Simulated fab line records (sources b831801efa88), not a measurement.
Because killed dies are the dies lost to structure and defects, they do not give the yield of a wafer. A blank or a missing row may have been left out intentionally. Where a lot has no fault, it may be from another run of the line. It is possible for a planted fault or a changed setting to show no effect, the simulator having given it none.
2 desks looking at one fault | flow sfq_line | each desk has only its own numbers; what lay behind them comes last

== THE TOOL OWNER'S DESK: litho_track-01 ==
The tool's own readings at SFQ_TRILAYER_M1_LITHO_COAT_039 (resist thk 600 nm): means of the sampled wafers that have a number, for each lot that ran on this tool. If a lot's mean is further than 4 standard deviations from the usual mean, the lot is out of limits and carries the mark OUT (the distance appears in the brackets).
Columns: A = chill_plate_temp_C at SFQ_TRILAYER_M1_LITHO_COAT_039, usual 22.98 C; B = resist_line_temp_C at SFQ_TRILAYER_M1_LITHO_COAT_039, usual 22.99 C; C = spin_speed_rpm at SFQ_TRILAYER_M1_LITHO_COAT_039, usual 3000.0 rpm
lot  | first seen here | A     | B     | C
L361 | day 18 08:15    | 22.93 | 23.01 | 3001.0
L374 | day 22 12:57    | 22.98 | 22.92 | 3000.0
L375 | day 23 09:28    | 23.00 | 23.02 | 1975.8 (-99 or more) OUT
L377 | day 24 10:34    | 23.09 | 22.94 | 1975.2 (-99 or more) OUT
This desk's finding: out of limits on L375, L377; first on L375, day 23 09:28 (spin_speed_rpm at SFQ_TRILAYER_M1_LITHO_COAT_039). L361, L374: within limits.

== FROM THE METROLOGY DESK ==
Lot by lot, what the gauges showed, no matter which tool ran the lot: averages of those sampled wafers that carry a number. If a lot's mean is further than 4 standard deviations from the usual mean, the lot is out of limits and carries the mark OUT (the distance appears in the brackets).
Columns: A = I0_OVL at SFQ_I0_OVL_MEAS_908, usual 2 nm; B = M1_NB_RS at SFQ_M1_RS_MEAS_909, usual 0.894 ohm/sq; C = M1_OVL at SFQ_M1_OVL_MEAS_911, usual 0 nm
lot  | first seen here | A   | B     | C
L361 | day 18 06:36    | 15  | 0.888 | 7
L374 | day 22 11:17    | 2   | 0.901 | -6
L375 | day 23 07:49    | 4   | 0.906 | 1
L377 | day 24 09:01    | -10 | 0.888 | -3
L380 | day 24 17:25    | 4   | 0.904 | -7
L381 | day 24 21:01    | -0  | 0.895 | -8
This desk found nothing out of limits on any of the 6 lots.

== BROUGHT TOGETHER ==
At day 23 09:28, on L375, L377, the tool owner's desk was in a position to raise an alarm.
Metrology desk: nothing out of limits seen.
The metrology desk holds a record of L375, L377, inside its limits.
All the named lots went through SFQ_TRILAYER_M1_LITHO_COAT_039 on litho_track-01.

== WHAT WAS PUT IN BY THE SIMULATOR ==
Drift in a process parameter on litho_track-01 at SFQ_TRILAYER_M1_LITHO_COAT_039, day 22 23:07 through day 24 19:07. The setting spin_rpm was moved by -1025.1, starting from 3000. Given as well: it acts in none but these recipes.
Struck lots among those shown: L375, L377.
Hours from the fault's start to each desk's first reading out of limits: the tool owner's desk, 10.
